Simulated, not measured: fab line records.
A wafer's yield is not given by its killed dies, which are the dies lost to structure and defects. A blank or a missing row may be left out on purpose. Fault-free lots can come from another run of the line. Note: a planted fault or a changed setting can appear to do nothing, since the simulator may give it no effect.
Chamber matching | flow gf180mcu | cmp-01 running GF_CONTACT_CMP_27: 4 sister chambers
The step polishes, stops on SiO2, t overpolish 15 s, target thk 0 nm. 8 wafers are shown with their chamber, then 7 later ones without.

== WAFERS PAIRED WITH THEIR CHAMBERS ==
wafer  | chamber | motor current A (A) | time to endpoint s (s)
L232.2 | 0       | 9.8                 | 73.9
L234.1 | 0       | 9.3                 | 75.3
L234.5 | 2       | 11.1                | 72.9
L242.1 | 3       | 11.0                | 70.4
L242.4 | 1       | 10.7                | 75.1
L242.5 | 3       | 9.8                 | 75.9
L247.2 | 1       | 10.9                | 75.1
L247.3 | 2       | 11.5                | 70.9

== WAFERS MISSING THEIR CHAMBER ==
wafer  | motor current A (A) | time to endpoint s (s)
L247.4 | 10.2                | 73.3
L248.1 | 10.6                | 69.1
L248.2 | 11.0                | 65.1
L248.6 | 11.9                | 69.5
L249.1 | 10.5                | 65.9
L249.2 | 11.6                | 70.3
L249.4 | 10.5                | 66.3

== EACH ONE'S CHAMBER ==
wafer  | from the rows above               | in truth
L247.4 | can't be placed: 3 or 0 or 1 or 2 | 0
L248.1 | can't be placed: 3 or 2 or 1 or 0 | 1
L248.2 | can't be placed: 2 or 3 or 1      | 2
L248.6 | can't be placed: 2 or 1 or 3      | 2
L249.1 | can't be placed: 2 or 3 or 1 or 0 | 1
L249.2 | can't be placed: 2 or 1 or 3      | 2
L249.4 | can't be placed: 2 or 3 or 1 or 0 | 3
Placed correctly: 0 of 7. These rows do not allow placing 7 (true chamber among the candidates in 7). Number placed wrongly: 0.
How it was worked out, from the rows above alone: a wafer's distance from a chamber is the root of the sum, over the readings, of the square of ((its reading less the chamber's mean) divided by the reading's scatter). If the next closest chamber is less than 2 further off than the closest, the wafer can't be placed; otherwise it belongs to the closest. Each chamber's mean is taken over the wafers shown for it. The scatter: the root of (the sum of the squares of (reading less its chamber's mean) over the shown wafers, divided by (wafers less chambers)).
